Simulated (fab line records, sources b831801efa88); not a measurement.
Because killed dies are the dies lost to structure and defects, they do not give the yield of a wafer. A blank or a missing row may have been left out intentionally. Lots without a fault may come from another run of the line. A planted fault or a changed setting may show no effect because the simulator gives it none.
Which of the tools did it? | flow gf180mcu | 14 lots with 42 wafers sampled at 5 steps, on a route of 602 steps

## WHAT EACH GAUGE READ, for each wafer
GF_SALICIDE_RS_MEAS_04: measurement is done with a four-point probe. Usual: SALICIDE_TIN_RS gives 16.4 ohm/sq (standard deviation 0.33).
lot  | measured     | on            | SALICIDE_TIN_RS (ohm/sq) | flag
L339 | day 14 20:50 | film-metro-03 | 16.7 16.7 16.7           |
L340 | day 15 13:57 | film-metro-04 | 16.2 16.1 16.0           |
L342 | day 16 03:37 | film-metro-03 | 17.0 16.8 16.9           |
L343 | day 16 21:23 | film-metro-04 | 16.5 16.7 16.2           |
L344 | day 17 06:18 | film-metro-03 | 16.0 16.0 16.1           |
L345 | day 17 18:53 | film-metro-01 | 16.2 16.2 16.0           |
L347 | day 18 04:16 | film-metro-01 | 16.2 16.0 16.2           |
L348 | day 18 12:43 | film-metro-03 | 15.9 16.0 15.9           |
L350 | day 19 09:37 | film-metro-04 | 16.4 16.4 16.1           |
L357 | day 21 17:16 | film-metro-03 | 16.5 16.7 16.5           |
L358 | day 22 02:32 | film-metro-04 | 16.4 16.5 16.7           |
L359 | day 22 08:34 | film-metro-01 | 16.1 16.2 16.3           |
L360 | day 22 16:38 | film-metro-03 | 16.8 16.9 17.2           |
L362 | day 23 04:52 | film-metro-04 | 16.3 16.1 16.5           |

GF_CONTACT_THK_MEAS_03. Usual: CONTACT_CVD_02_THK gives 858 nm (standard deviation 11).
lot  | measured     | on            | CONTACT_CVD_02_THK (nm) | flag
L339 | day 14 21:34 | film-metro-03 | 861 867 862             |
L340 | day 15 14:35 | film-metro-03 | 831 842 862             |
L342 | day 16 04:16 | film-metro-04 | 843 849 861             |
L343 | day 16 22:01 | film-metro-02 | 855 847 873             |
L344 | day 17 06:59 | film-metro-03 | 863 860 865             |
L345 | day 17 19:31 | film-metro-03 | 864 863 848             |
L347 | day 18 04:55 | film-metro-03 | 860 856 852             |
L348 | day 18 13:21 | film-metro-03 | 829 857 860             |
L350 | day 19 10:16 | film-metro-04 | 850 861 860             |
L357 | day 21 17:55 | film-metro-04 | 871 851 875             |
L358 | day 22 03:10 | film-metro-02 | 842 849 858             |
L359 | day 22 09:12 | film-metro-04 | 854 880 869             |
L360 | day 22 17:22 | film-metro-03 | 856 851 857             |
L362 | day 23 05:31 | film-metro-03 | 863 862 884             |

GF_M1_THK_MEAS_06: measures by xrf. Usual: M1_ALCU_THK gives 453 nm (standard deviation 6.2).
lot  | measured     | on            | M1_ALCU_THK (nm) | flag
L339 | day 15 21:43 | film-metro-01 | 448 444 446      |
L340 | day 16 15:11 | film-metro-03 | 459 460 457      |
L342 | day 17 05:04 | film-metro-03 | 455 452 454      |
L343 | day 18 03:21 | film-metro-01 | 447 445 445      |
L344 | day 18 08:43 | film-metro-03 | 455 453 454      |
L345 | day 18 21:12 | film-metro-03 | 454 453 452      |
L347 | day 19 07:23 | film-metro-02 | 493 488 492      | OFF
L348 | day 19 15:59 | film-metro-02 | 499 494 498      | OFF
L350 | day 20 12:45 | film-metro-02 | 442 440 446      |
L357 | day 22 19:40 | film-metro-03 | 457 462 454      |
L358 | day 23 05:01 | film-metro-02 | 455 455 458      |
L359 | day 23 11:07 | film-metro-03 | 462 462 467      |
L360 | day 23 17:12 | film-metro-03 | 454 454 454      |
L362 | day 24 05:42 | film-metro-01 | 446 446 449      |

## TOOL THAT RAN EACH LOT (tool first, then ch and the chambers of the sampled wafers, then the start)
lot  | GF_CONTACT_ETCH_16                 | GF_M1_SPUTTER_04
L339 | rie-diel-03 ch 1,3, day 15 20:13   | pvd-sputter-02, day 15 21:32
L340 | rie-diel-02 ch 0,1, day 16 13:41   | pvd-sputter-03, day 16 15:01
L342 | rie-diel-01 ch 0,1, day 17 03:25   | pvd-sputter-02, day 17 04:55
L343 | rie-diel-03 ch 0,1,2, day 18 01:41 | pvd-sputter-01, day 18 03:11
L344 | rie-diel-01 ch 0,2, day 18 07:12   | pvd-sputter-02, day 18 08:32
L345 | rie-diel-01 ch 0,1,2, day 18 19:43 | pvd-sputter-02, day 18 21:02
L347 | rie-diel-01 ch 0,1,2, day 19 05:53 | pvd-sputter-01, day 19 07:13
L348 | rie-diel-03 ch 0,1, day 19 14:28   | pvd-sputter-01, day 19 15:48
L350 | rie-diel-02 ch 1,2, day 20 11:16   | pvd-sputter-01, day 20 12:35
L357 | rie-diel-03 ch 0,1,3, day 22 18:10 | pvd-sputter-03, day 22 19:30
L358 | rie-diel-02 ch 1,2, day 23 03:25   | pvd-sputter-02, day 23 04:50
L359 | rie-diel-01 ch 0,2,3, day 23 09:37 | pvd-sputter-02, day 23 10:56
L360 | rie-diel-03 ch 0,2,3, day 23 15:43 | pvd-sputter-03, day 23 17:02
L362 | rie-diel-03 ch 1,2, day 24 04:11   | pvd-sputter-01, day 24 05:31
- GF_CONTACT_ETCH_16: etches BARC in N2/H2.
- GF_M1_SPUTTER_04: material TiN, target thk 50 nm, time 41.7 s.

## WHAT THE TOOLS THEMSELVES READ (means of the sampled wafers that have a number; where no wafer has one, the mark that the record gives instead)
GF_CONTACT_ETCH_16. Usual: drypump-motor-current-A 5.8 A, standard deviation 0.36; oes-product-au 0.855 a.u., standard deviation 0.0047; throttle-valve-pct 13.224 %, standard deviation 0.0094.
lot  | tool        | drypump-motor-current-A (A) | oes-product-au (a.u.) | throttle-valve-pct (%) | flag
L339 | rie-diel-03 | 5.4                         | 0.854                 | 13.224                 |
L340 | rie-diel-02 | 6.3                         | 0.856                 | 13.228                 |
L342 | rie-diel-01 | 5.5                         | 0.853                 | 13.223                 |
L343 | rie-diel-03 | 5.7                         | 0.851                 | 13.223                 |
L344 | rie-diel-01 | 5.9                         | 0.855                 | 13.235                 |
L345 | rie-diel-01 | 5.6                         | 0.856                 | 13.227                 |
L347 | rie-diel-01 | 5.6                         | 0.855                 | 13.223                 |
L348 | rie-diel-03 | 5.8                         | 0.858                 | 13.222                 |
L350 | rie-diel-02 | 6.5                         | 0.859                 | 13.227                 |
L357 | rie-diel-03 | 5.6                         | 0.850                 | 13.213                 |
L358 | rie-diel-02 | 6.5                         | 0.854                 | 13.218                 |
L359 | rie-diel-01 | 5.9                         | 0.863                 | 13.233                 |
L360 | rie-diel-03 | 5.7                         | 0.855                 | 13.223                 |
L362 | rie-diel-03 | 5.5                         | 0.853                 | 13.221                 |

GF_M1_SPUTTER_04. Usual: cathode-dc-power-W 6500.0 W, standard deviation 1.2; chamber-pressure-pa 0.3999 Pa, standard deviation 0.00092; throttle-valve-pct 30.0 %, standard deviation 0.76.
lot  | tool           | cathode-dc-power-W (W) | chamber-pressure-pa (Pa) | throttle-valve-pct (%) | flag
L339 | pvd-sputter-02 | 6499.2                 | 0.3991                   | 30.2                   |
L340 | pvd-sputter-03 | 6500.4                 | 0.3984                   | 29.6                   |
L342 | pvd-sputter-02 | 6498.7                 | 0.3994                   | 29.0                   |
L343 | pvd-sputter-01 | 6500.4                 | 0.3996                   | 30.0                   |
L344 | pvd-sputter-02 | 6500.6                 | 0.3994                   | 29.4                   |
L345 | pvd-sputter-02 | 6500.9                 | 0.4004                   | 30.0                   |
L347 | pvd-sputter-01 | -                      | -                        | -                      | OFF
L348 | pvd-sputter-01 | -                      | -                        | -                      | OFF
L350 | pvd-sputter-01 | 6500.3                 | 0.4008                   | 30.4                   |
L357 | pvd-sputter-03 | 6500.8                 | 0.4004                   | 30.8                   |
L358 | pvd-sputter-02 | 6499.0                 | 0.4004                   | 30.6                   |
L359 | pvd-sputter-02 | 6500.6                 | 0.4012                   | 30.1                   |
L360 | pvd-sputter-03 | 6501.0                 | 0.4000                   | 30.3                   |
L362 | pvd-sputter-01 | 6500.1                 | 0.3995                   | 30.6                   |

## THE ANSWER, worked out from the rows above alone
Rule: lot off if the mean of its wafers having a number is beyond 3 standard deviations from the usual mean. A lot without any number at a reading at which 4 lots or more have one is off too. All remaining lots with rows at the step are treated as sound. First the gauges in route order, then the tools' own readings, where a lot's mean is used as printed above. The first step at which some lot is off is used, and at that step the reading that is off furthest; a lot without a number counts as furthest.
Off: at GF_M1_THK_MEAS_06 (M1_ALCU_THK), L347, L348.
A tool fits if, at a process step before that reading, it ran every lot that is off, and no sound lot after the first of them. Not tried: the gauges at GF_M1_THK_MEAS_06; whatever is off there is also off at GF_M1_SPUTTER_04, on other tools, and gauge error can't account for it. Not one of the candidates tried fits.

## WHAT HAD BEEN PUT IN BY THE SIMULATOR
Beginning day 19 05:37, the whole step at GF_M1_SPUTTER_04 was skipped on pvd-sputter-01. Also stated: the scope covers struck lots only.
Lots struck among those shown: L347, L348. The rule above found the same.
